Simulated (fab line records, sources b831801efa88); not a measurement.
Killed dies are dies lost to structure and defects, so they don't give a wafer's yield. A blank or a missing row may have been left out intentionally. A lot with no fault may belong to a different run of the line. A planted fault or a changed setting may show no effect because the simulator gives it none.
8D (eight disciplines) problem report, filled in by code / flow sky130 / the parts of the form that need people (team, actions taken, sign-off) are left out

## 1. PROBLEM STATEMENT
SKY_METAL1_ETCH_18, oes_product_au: mean 0.872 a.u. over 1 wafer from 1 lot; wafers with no fault: 0.855 a.u., standard deviation 0.0042. Relative to the usual mean, that is a shift of +4.0 standard deviations.
The step: etches BARC in N2/H2, stops on SiO2, time 45.9 s, target depth 60 nm.
Seen first at day 40 04:09 on rie_metal-03, wafer L441.3. The record has a number at this step for 33 wafers belonging to 11 lots. The rule behind "out" and "out of limits": a value lying over 4 standard deviations away from the usual mean. The other wafers with a number count as sound.

## 2. WHAT IT IS, WHAT IT ISN'T
question=which readings at this step; is=oes_product_au; is not=drypump_motor_current_A, throttle_valve_pct
question=which lots; is=L441; is not=L420, L421, L424, L426, L427, L428, L430, L431, L432, L433
question=which wafers of those lots; is=L441.3; is not=L441.1, L441.6
question=read on which tools; is=rie_metal-03; is not=rie_metal-01, rie_metal-04
question=when; is=from day 40 04:09; is not=up to then (32 sound wafers)

## 3. SUSPECTS, AND WHAT RULES EACH OUT
Counting: if a tool at a process step up to the reading ran every lot that is out, it stays a suspect. Sound lots after the first of them don't rule it out here, since some wafers of a struck lot are sound.
- rie_diel-03 at SKY_CONTACT_ETCH_16 (etches BARC in N2/H2, stops on SiO2, time 45.9 s, target depth 60 nm): kept. It ran the lot that is out, L441 (day 39 01:59); its last sound lot up to then is L432 (day 35 17:14).
- litho_track-03 at SKY_METAL1_COAT_09 (resist thk 60 nm): kept. It ran the lot that is out, L441 (day 39 15:46); its last sound lot up to then is L433 (day 36 16:41).
- rie_metal-03 at SKY_METAL1_ETCH_18 (etches BARC in N2/H2, stops on SiO2, time 45.9 s, target depth 60 nm): kept. It ran the lot that is out, L441 (day 40 04:09); its last sound lot up to then is L431 (day 36 17:28). Its own readings are out on those wafers: oes_product_au.
- Within rie_diel-03 at SKY_CONTACT_ETCH_16: the wafers that are out ran in chamber 3; their sound lot-mates ran in chambers 0, 1.
Still standing after the count: rie_diel-03 at SKY_CONTACT_ETCH_16, litho_track-03 at SKY_METAL1_COAT_09, rie_metal-03 at SKY_METAL1_ETCH_18.

## 4. THE CAUSE (what the simulator had put in)
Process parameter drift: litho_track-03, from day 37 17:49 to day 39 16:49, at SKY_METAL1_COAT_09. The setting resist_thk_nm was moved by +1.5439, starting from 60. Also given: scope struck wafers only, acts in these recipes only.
Of the 3 suspects that counting leaves, this tool is one.

## 5. SEQUENCE OF EFFECTS, ordered by route
Each row: a reading where the mean over the struck wafers with a number is more than 3 standard deviations away from the usual. Only readings whose record carries a usual standard deviation are examined. hours: median over the lots of the time between each lot's start at the first step of this table that gives one and its start at this step. sigmas: the change, counted in usual standard deviations.
hours=0; step=SKY_METAL1_ETCH_18; reading=oes_product_au; usual=0.855 a.u.; on struck wafers=0.872; change=+0.017; sigmas=+4.0
The process steps in it:
- SKY_METAL1_ETCH_18: etches BARC in N2/H2, stops on SiO2, time 45.9 s, target depth 60 nm.
Later measuring or inspecting steps at which every struck wafer that the step has a row for has a number for every such reading, and none has moved that far: SKY_VIA1_BOW_MEAS_03.

## 6. HOW IT WOULD HAVE BEEN CAUGHT EARLIER
First out-of-limits reading in this record: day 40 04:09, which is 58 hours after fault onset at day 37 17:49.
Each of the lots that are out, 1 in all, had begun SKY_METAL1_COAT_09 on litho_track-03 no later than day 40 04:09. A hold on the tool at that time would have spared none of them.
